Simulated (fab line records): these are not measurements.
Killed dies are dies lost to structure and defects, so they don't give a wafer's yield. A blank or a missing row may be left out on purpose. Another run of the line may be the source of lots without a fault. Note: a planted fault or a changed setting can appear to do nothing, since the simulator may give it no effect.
Comparing a struck lot with a sound one | flow sky130 | 14 steps out of a route of 708
Sound: the wafers L936.2, L936.3, L936.6. Wafers L927.3, L927.4, L927.5 were the ones struck. Last of all comes the cause.
For every step that has rows: the tool of each side, followed by ch and its chambers, followed by its first start. Under that, the readings that differ: sound wafers | struck wafers | difference of the means | sigmas: that difference in standard deviations of wafers without a fault.
alike: words and numbers the same on both sides, and readings whose means are apart by under 2 such deviations; not compared: readings that were withheld, readings missing a value for some wafer, numbers with overlapping values and no deviation given by the record, and bounds like >300 which may hide the same value.
The two part at a step that has a row with sigmas, a row that says differs or no value, or rows on one side only. Numbers that don't overlap but have no deviation are shown without sigmas and don't part them. Lack of a reading on every wafer of one side parts them only where that side has two or more wafers.

first, 1 step without rows for these wafers: SKY_METAL5_CLEAN_19 (cleans in O3/DIW).
SKY_PASSIVATION_CVD_00: deposits SiO2, target thk 90 nm.
  sound on pecvd-03 ch 0,2, day 48 03:40; struck on pecvd-04 ch 1,2, day 45 08:04
  alike: heater-power-w, susceptor-temp-C
SKY_PASSIVATION_THK_MEAS_01:
  sound on film-metro-01, day 48 03:43; struck on film-metro-04, day 45 08:07
  alike: PASSIVATION_CVD_00_THK
SKY_PASSIVATION_CVD_02: deposits Si3N4, target thk 540 nm.
  sound on pecvd-01 ch 1,2, day 48 03:46; struck on pecvd-01 ch 0,1, day 45 08:09
  alike: heater-power-w, susceptor-temp-C
SKY_PASSIVATION_THK_MEAS_03:
  sound on film-metro-04, day 48 04:00; struck on film-metro-01, day 45 08:23
  alike: PASSIVATION_CVD_02_THK
then, 7 steps without rows for these wafers: SKY_PASSIVATION_DEHYDRATE_04 (time 60 s); SKY_PASSIVATION_HMDS_05 (prime time 60 s); SKY_PASSIVATION_COAT_06 (resist thk 3000 nm); SKY_PASSIVATION_SOFTBAKE_07; SKY_PASSIVATION_EXPOSE_08 (exposes mask NSM, target cd 3000 nm); SKY_PASSIVATION_PEB_09; SKY_PASSIVATION_DEVELOP_10 (develop time 60 s).
SKY_PASSIVATION_ETCH_11: etches the open film in CF4/O2, stops on AlCu, target depth 725 nm, time 161.1 s.
  sound on rie-diel-01 ch 0,2,3, day 48 22:04; struck on rie-diel-03 ch 0,2, day 46 04:50
  no value came back on the struck wafers for any of 5 readings (O2_flow_sccm (sccm), bias-w (W) and others); on the sound wafers O2_flow_sccm (sccm) reads 9.996 9.962 9.978
  reading                                       | sound          | struck         | difference | sigmas
  model.coat_of_PASSIVATION_COAT_06.thk-nm (nm) | 2540 2540 2541 | 3002 2999 3000 | +460       |
  not compared: rf-hours-counter-h
SKY_PASSIVATION_STRIP_12: strips in O2/N2.
  sound on plasma-asher-01 ch 1, day 48 22:10; struck on plasma-asher-03 ch 0,1, day 46 04:59
  reading                      | sound             | struck            | difference | sigmas
  strip-time-to-endpoint-s (s) | 31.79 31.81 31.82 | 36.99 36.96 36.97 | +5.17      | +40
  alike: drypump-motor-current-A, oes-product-au
  not compared: rf-hours-counter-h

## WHERE THEY PART
Earliest at SKY_PASSIVATION_ETCH_11; latest, in this record, at SKY_PASSIVATION_STRIP_12.

WHY: what the simulator had put in
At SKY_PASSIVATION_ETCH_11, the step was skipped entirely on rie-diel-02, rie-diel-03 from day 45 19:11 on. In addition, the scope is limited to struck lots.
